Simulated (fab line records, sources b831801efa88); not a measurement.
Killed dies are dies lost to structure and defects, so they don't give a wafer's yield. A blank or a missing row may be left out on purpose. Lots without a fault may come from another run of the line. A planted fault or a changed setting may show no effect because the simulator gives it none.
Chamber matching | flow gf180mcu | GF_V3_ETCH_16 on rie_diel-04: 4 sister chambers
The step etches BARC in N2/H2. 4 wafers are shown with their chamber, then 7 later ones without.

WAFERS WITH THEIR CHAMBER
wafer  | chamber | throttle_valve_pct (%)
L323.3 | 1       | 13.227
L324.2 | 2       | 13.232
L328.3 | 0       | 13.215
L328.4 | 3       | 13.238

WAFERS WITHOUT THEIR CHAMBER
wafer  | throttle_valve_pct (%)
L328.5 | 13.240
L335.1 | 13.238
L335.2 | 13.203
L335.4 | 13.230
L337.1 | 13.245
L337.2 | 13.225
L337.5 | 13.225

WHICH CHAMBER EACH WENT THROUGH
wafer  | from the rows above          | in truth
L328.5 | can't be placed: 3 or 2      | 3
L335.1 | can't be placed: 3 or 2      | 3
L335.2 | 0                            | 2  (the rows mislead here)
L335.4 | can't be placed: 2 or 1 or 3 | 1
L337.1 | can't be placed: 3 or 2      | 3
L337.2 | can't be placed: 1 or 2 or 0 | 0
L337.5 | can't be placed: 1 or 2 or 0 | 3
Placed correctly: 0 of 7. Can't be placed from these rows: 6 (the true chamber is among the candidates in 5). Placed wrongly: 1.
How it was worked out, from the rows above alone: a wafer's distance from a chamber is the root of the sum, over the readings, of the square of ((its reading less the chamber's mean) divided by the reading's scatter). The wafer belongs to the nearest chamber; if the next one is less than 2 further off, it can't be placed. A chamber's mean is the mean of its shown wafers. The scatter: with one shown wafer a chamber, the root of the mean of the squares of how far each hidden wafer lies from its nearest shown one.
